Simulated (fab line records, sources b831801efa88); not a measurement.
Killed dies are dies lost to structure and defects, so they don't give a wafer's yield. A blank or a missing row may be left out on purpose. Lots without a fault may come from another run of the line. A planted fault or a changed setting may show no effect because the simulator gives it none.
A struck lot beside a sound one | flow gf180mcu | 17 steps out of a route of 602
Sound: wafers L368.1, L368.3, L368.6. Struck: wafers L377.2, L377.6. (L377.5 of the same lot was not struck and is left out.) The cause comes at the end.
At each step with rows: each side's tool, then ch and its chambers, then its first start. Under that, the readings that differ: sound wafers | struck wafers | difference of the means | sigmas: that difference in standard deviations of wafers without a fault.
alike: readings whose means differ by less than 2 such deviations, and words and numbers that are the same on both sides. not compared: withheld readings, readings that some wafer has no value for, bounds like >300 that may hide the same value, and numbers for which the record gives no deviation and whose values overlap.
The two part at a step that has a row with sigmas, a row that says differs or no value, or rows on one side only. Numbers that don't overlap but have no deviation are shown without sigmas and don't part them. A reading that every wafer of one side lacks parts them only if that side has two wafers or more.

first, 4 steps without rows for these wafers: GF_M4_SOFTBAKE_10 (time 60 s); GF_M4_EXPOSE_11 (exposes mask Metal4, target cd 280 nm); GF_M4_PEB_12 (peb time 90 s); GF_M4_DEVELOP_13 (develop time 61.88 s).
GF_M4_CD_MEAS_14: target cd 280 nm.
  sound on cd_sem-02, day 24 08:21; struck on cd_sem-01, day 27 20:49
  alike: cd_nm
GF_M4_OVL_MEAS_15:
  sound on overlay-02, day 24 08:28; struck on overlay-01, day 27 20:55
  alike: M4_OVL
GF_M4_METAL_ETCH_16: etches the open film in Cl2/BCl3, stops on SiO2, target depth 750.8 nm, time 125.1 s.
  sound on rie_metal-04 ch 0, day 24 08:31; struck on rie_metal-02 ch 0,1, day 27 20:57
  alike: drypump_motor_current_A, mfc_cl2_sccm, oes_product_au, throttle_valve_pct
  not compared: rf_hours_counter_h
GF_M4_STRIP_17: strips in O2/N2.
  sound on plasma_asher-02 ch 0,1, day 24 08:46; struck on plasma_asher-02 ch 0, day 27 21:05
  reading               | sound             | struck      | difference | sigmas
  oes_product_au (a.u.) | 0.533 0.544 0.551 | 0.530 0.530 | -0.013     | -3
  alike: drypump_motor_current_A, heater_power_w, strip_time_to_endpoint_s
  not compared: rf_hours_counter_h
then, 3 steps without rows for these wafers: GF_M4_STRIP_18 (strips in post etch residue remover, time 1200 s); GF_M4_CLEAN_19 (cleans in DIW); GF_V4_CVD_00 (deposits SiO2, target thk 600 nm, time 100 s).
GF_V4_THK_MEAS_01:
  sound on film_metro-03, day 24 09:25; struck on film_metro-01, day 27 21:45
  alike: V4_CVD_00_THK
GF_V4_CVD_02: deposits SiO2 from TEOS, target thk 850 nm, time 94.851 s.
  sound on pecvd-02 ch 0,1, day 24 09:28; struck on pecvd-04 ch 2, day 27 21:48
  reading                             | sound         | struck    | difference | sigmas
  model.SiO2_of_V4_CVD_02.thk_nm (nm) | 852.2 873 885 | 788 796.5 | -78        |
  alike: heater_power_w
GF_V4_THK_MEAS_03:
  sound on film_metro-02, day 24 09:32; struck on film_metro-02, day 27 21:53
  reading            | sound       | struck  | difference | sigmas
  V4_CVD_02_THK (nm) | 852 873 886 | 788 797 | -78        | -6
GF_V4_CMP_04: polishes SiO2.
  sound on cmp-02 ch 1,3, day 24 09:39; struck on cmp-01 ch 1,3, day 27 22:05
  reading                | sound    | struck | difference | sigmas
  time_to_endpoint_s (s) | 78 86 86 | 53 57  | -28        | -5
  alike: head_pressure_psi, motor_current_A
GF_V4_BOW_MEAS_05:
  sound on film_metro-02, day 24 09:54; struck on film_metro-02, day 27 22:15
  alike: V4_BOW
GF_PASSIVATION_PROBE_99:
  the record has rows for the sound wafers here (prober-01, day 29 18:20) and none for the struck ones

WHERE THEY PART
First at GF_M4_STRIP_17; last, within this record, at GF_PASSIVATION_PROBE_99.

WHY: what the simulator had put in
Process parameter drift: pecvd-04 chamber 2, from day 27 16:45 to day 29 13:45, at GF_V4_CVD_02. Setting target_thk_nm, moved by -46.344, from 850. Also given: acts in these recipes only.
